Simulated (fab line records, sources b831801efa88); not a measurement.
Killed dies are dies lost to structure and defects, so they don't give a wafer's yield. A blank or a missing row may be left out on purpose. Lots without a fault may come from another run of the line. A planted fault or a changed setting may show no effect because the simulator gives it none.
One fault seen from 2 desks | flow gf180mcu | each desk has only its own numbers; what lay behind them comes last

THE METROLOGY DESK
What the gauges read, lot by lot, whatever tool the lot ran on: means of the sampled wafers that have a number. A lot is out of limits, marked OUT, if its mean lies more than 4 standard deviations from the usual mean; the brackets give that distance.
Columns: A = STI_OXIDATION_THK at GF_STI_THK_MEAS_02, usual 10.04 nm; B = STI_CVD_03_THK at GF_STI_THK_MEAS_04, usual 206.9 nm; C = cd_nm at GF_STI_CD_MEAS_12, usual 220.0 nm
lot  | first seen here | A     | B     | C
L796 | day 1 12:07     | 10.29 | 207.5 | 218.2
L797 | day 1 16:31     | 10.00 | 207.6 | 220.8
L810 | day 4 11:16     | 9.94  | 205.2 | 220.8
L812 | day 4 19:32     | 9.47  | 205.5 | 220.6
L814 | day 5 09:08     | 9.95  | 205.9 | 219.8
L818 | day 6 06:11     | 10.00 | 208.1 | 219.8
This desk's finding: nothing out of limits on any of the 6 lots.

THE TOOL OWNER'S DESK: rie_si-01
The tool's own readings at GF_STI_ETCH_14 (etches Si in HBr/Cl2/O2, target depth 360 nm, time 102.9 s): means of the sampled wafers that have a number, for each lot that ran on this tool. A lot is out of limits, marked OUT, if its mean lies more than 4 standard deviations from the usual mean; the brackets give that distance.
Columns: A = drypump_motor_current_A at GF_STI_ETCH_14, usual 5.8 A; B = oes_product_au at GF_STI_ETCH_14, usual 1.001 a.u.; C = run_length_s at GF_STI_ETCH_14, usual 131.2 s; D = throttle_valve_pct at GF_STI_ETCH_14, usual 25.658 %
lot  | first seen here | A   | B     | C                | D
L796 | day 2 04:36     | 5.9 | 1.007 | 131.2            | 25.654
L810 | day 5 03:12     | 5.8 | 0.996 | 133.0            | 25.665
L812 | day 5 11:04     | 6.1 | 1.001 | 133.3 (+4.1) OUT | 25.655
This desk's finding: out of limits on L812; first on L812, day 5 11:04 (run_length_s at GF_STI_ETCH_14). In limits: L796, L810.

PUT TOGETHER
The tool owner's desk could have raised an alarm at day 5 11:04, on L812.
The metrology desk saw nothing out of limits.
The metrology desk has L812 on record, within its limits.
Of the lots named, all ran GF_STI_ETCH_14 on rie_si-01.

WHAT THE SIMULATOR HAD PUT IN
Process parameter drift: rie_si-01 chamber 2, from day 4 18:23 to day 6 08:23, at GF_STI_ETCH_14. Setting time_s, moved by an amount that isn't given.
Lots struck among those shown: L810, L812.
Hours from the fault's start to each desk's first reading out of limits: the tool owner's desk, 17.
